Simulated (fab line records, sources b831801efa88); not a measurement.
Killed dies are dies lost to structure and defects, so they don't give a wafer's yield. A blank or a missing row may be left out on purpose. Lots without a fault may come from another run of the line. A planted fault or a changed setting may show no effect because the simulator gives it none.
Which tool did it? | flow gf180mcu | 15 lots, 45 wafers sampled, at 2 steps of a route of 602

WHAT THE GAUGES READ, wafer by wafer
GF_PASSIVATION_BOW_MEAS_14.
lot  | measured     | on            | PASSIVATION_BOW (um)
L281 | day 28 21:26 | film_metro-03 | 127 140 131
L282 | day 29 11:23 | film_metro-03 | 129 127 124
L283 | day 29 16:02 | film_metro-03 | 133 149 138
L284 | day 29 22:31 | film_metro-01 | 134 130 138
L285 | day 30 06:39 | film_metro-02 | 135 138 133
L286 | day 30 13:16 | film_metro-02 | 122 127 125
L288 | day 31 04:58 | film_metro-03 | 138 148 145
L289 | day 31 09:46 | film_metro-01 | 126 128 133
L290 | day 31 22:34 | film_metro-03 | 139 125 128
L293 | day 32 12:31 | film_metro-03 | 213 217 217
L294 | day 32 21:52 | film_metro-01 | 198 214 213
L295 | day 33 02:49 | film_metro-01 | 207 209 218
L296 | day 33 10:26 | film_metro-03 | 123 129 117
L303 | day 34 23:22 | film_metro-01 | 146 135 150
L304 | day 35 01:34 | film_metro-03 | 151 153 154

WHICH TOOL RAN EACH LOT (tool, then ch and the chambers of the sampled wafers, then the start)
lot  | GF_PASSIVATION_ANNEAL_13
L281 | furnace-01 ch 0, day 28 19:52
L282 | furnace-01 ch 0, day 29 09:52
L283 | furnace-02 ch 0, day 29 14:31
L284 | furnace-02 ch 0, day 29 21:01
L285 | furnace-01 ch 0, day 30 05:09
L286 | furnace-01 ch 0, day 30 11:46
L288 | furnace-02 ch 0, day 31 03:27
L289 | furnace-01 ch 0, day 31 08:15
L290 | furnace-01 ch 0, day 31 21:04
L293 | furnace-02, day 32 10:57
L294 | furnace-01, day 32 20:22
L295 | furnace-02, day 33 01:19
L296 | furnace-01 ch 0, day 33 08:55
L303 | furnace-01 ch 0, day 34 21:49
L304 | furnace-02 ch 0, day 35 00:04
- GF_PASSIVATION_ANNEAL_13: time 1800 s.

WHAT THE TOOLS THEMSELVES READ (means of the sampled wafers that have a number; where no wafer has one, the mark that the record gives instead)
GF_PASSIVATION_ANNEAL_13.
lot  | tool       | ramp_down_c_per_min | ramp_up_c_per_min | spike_tc_top_C (C) | spike_tc_upper_C (C)
L281 | furnace-01 | 3.0004              | 9.9994            | 429.3              | 400.6
L282 | furnace-01 | 3.0000              | 10.0002           | 430.3              | 400.1
L283 | furnace-02 | 3.0001              | 10.0006           | 431.3              | 400.5
L284 | furnace-02 | 3.0000              | 9.9986            | 430.7              | 399.9
L285 | furnace-01 | 3.0000              | 9.9993            | 429.6              | 401.1
L286 | furnace-01 | 2.9998              | 9.9996            | 430.0              | 401.0
L288 | furnace-02 | 3.0000              | 9.9984            | 432.2              | 399.9
L289 | furnace-01 | 2.9994              | 9.9995            | 429.6              | 400.6
L290 | furnace-01 | 3.0003              | 10.0013           | 429.7              | 399.7
L293 | furnace-02 | -                   | -                 | -                  | -
L294 | furnace-01 | -                   | -                 | -                  | -
L295 | furnace-02 | -                   | -                 | -                  | -
L296 | furnace-01 | 2.9999              | 10.0014           | 428.6              | 400.4
L303 | furnace-01 | 2.9997              | 9.9992            | 429.3              | 400.6
L304 | furnace-02 | 2.9995              | 10.0007           | 431.9              | 399.5

THE ANSWER, worked out from the rows above alone
Rule: what is usual is taken from the lots themselves. Put in order of their means at a reading, lots are off if they are a third of the lots or fewer, leave a main group of 4 or more, and stand apart from it by a gap of 3 or more times the standard deviation of the main group's means; of several such gaps the widest counts. A main group whose means are all the same, to the digits that the tables above print for the reading, isn't used. A lot without any number at a reading at which 4 lots or more have one is off too. The other lots that the step has rows for count as sound. The gauges are gone through in route order, then the tools' own readings, and for those a lot's mean is taken as printed above. The first step at which some lot is off is used, and at that step the reading that is off furthest; a lot without a number counts as furthest.
Off: L293, L294, L295, at GF_PASSIVATION_BOW_MEAS_14 (PASSIVATION_BOW). The main group: mean 135 um, standard deviation 8.5.
A tool fits if, at a process step before that reading, it ran every lot that is off, and no sound lot after the first of them. The gauges at GF_PASSIVATION_BOW_MEAS_14 aren't tried: what is off there is off at GF_PASSIVATION_ANNEAL_13 too, on other tools, and a gauge's error can't cause that. None of those tried fits.

WHAT THE SIMULATOR HAD PUT IN
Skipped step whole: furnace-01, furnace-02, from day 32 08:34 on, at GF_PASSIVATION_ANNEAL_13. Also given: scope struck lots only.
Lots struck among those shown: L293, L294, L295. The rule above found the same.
